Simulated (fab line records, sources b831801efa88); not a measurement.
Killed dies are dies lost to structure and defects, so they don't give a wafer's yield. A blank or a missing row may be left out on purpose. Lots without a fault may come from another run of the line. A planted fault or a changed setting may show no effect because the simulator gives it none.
A struck lot beside a sound one | flow sky130 | 15 steps out of a route of 708
Sound: wafers L152.1, L152.3, L152.4. Struck: wafers L143.2, L143.4, L143.5. The cause comes at the end.
At each step with rows: each side's tool, then ch and its chambers, then its first start. Under that, the readings that differ: sound wafers | struck wafers | difference of the means | sigmas: that difference in standard deviations of wafers without a fault.
alike: readings whose means differ by less than 2 such deviations, and words and numbers that are the same on both sides. not compared: withheld readings, readings that some wafer has no value for, bounds like >300 that may hide the same value, and numbers for which the record gives no deviation and whose values overlap.
The two part at a step that has a row with sigmas, a row that says differs or no value, or rows on one side only. Numbers that don't overlap but have no deviation are shown without sigmas and don't part them. A reading that every wafer of one side lacks parts them only if that side has two wafers or more.

SKY_PWDE_OVL_MEAS_07:
  sound on overlay-01, day 7 21:31; struck on overlay-01, day 5 18:48
  alike: PWDE_OVL
then, 1 step without rows for these wafers: SKY_PWDE_IMPLANT_08.
SKY_PWDE_STRIP_09: strips in O2/N2.
  sound on plasma_asher-02 ch 0,1, day 7 21:42; struck on plasma_asher-04 ch 0,1, day 5 18:59
  alike: chamber_pressure_mTorr, drypump_motor_current_A, oes_product_au, strip_time_to_endpoint_s
  not compared: rf_hours_counter_h
SKY_PWDE_TW_MEAS_10:
  sound on film_metro-04, day 7 21:48; struck on film_metro-01, day 5 19:05
  reading | sound             | struck            | difference | sigmas
  PWDE_TW | 373.7 372.9 373.1 | 368.1 368.5 368.8 | -4.8       | -3
then, 7 steps without rows for these wafers: SKY_NWELL_DEHYDRATE_03 (time 60 s); SKY_NWELL_HMDS_04 (prime time 60 s); SKY_NWELL_COAT_05 (resist thk 3000 nm); SKY_NWELL_SOFTBAKE_06; SKY_NWELL_EXPOSE_07 (exposes mask NWM, target cd 840 nm); SKY_NWELL_PEB_08; SKY_NWELL_DEVELOP_09 (develop time 60 s).
SKY_NWELL_OVL_MEAS_10:
  sound on overlay-02, day 8 17:59; struck on overlay-01, day 6 12:36
  alike: NWELL_00_OVL
SKY_NWELL_IMPLANT_11:
  sound on implanter-02 ch 0, day 8 18:02; struck on implanter-03 ch 0, day 6 12:40
  reading       | sound                            | struck                          | difference | sigmas
  dose_ions_cm2 | 1.9009e+13 1.9008e+13 1.9016e+13 | 1.875e+13 1.8735e+13 1.8762e+13 | -2.620e+11 | -11
then, 1 step without rows for these wafers: SKY_NWELL_IMPLANT_12.
-- the record jumps here: 41 days lie between the struck wafers' starts before and after (it left off in module NWELL and takes up again in module PAD_OPEN, whose first step shown is number 708 of the route) --
SKY_PAD_OPEN_PROBE_99:
  sound on prober-02, day 50 14:44; struck on prober-01, day 47 12:41
  alike: killed_at_M0_to_M3, killed_at_M4_up, killed_at_contacts, killed_at_front_end, killed_at_other, killed_dies, killed_open, killed_short

WHERE THEY PART
First at SKY_PWDE_TW_MEAS_10; last, within this record, at SKY_NWELL_IMPLANT_11. Later steps at which nothing parts them and some readings are alike: SKY_PAD_OPEN_PROBE_99.

WHY: what the simulator had put in
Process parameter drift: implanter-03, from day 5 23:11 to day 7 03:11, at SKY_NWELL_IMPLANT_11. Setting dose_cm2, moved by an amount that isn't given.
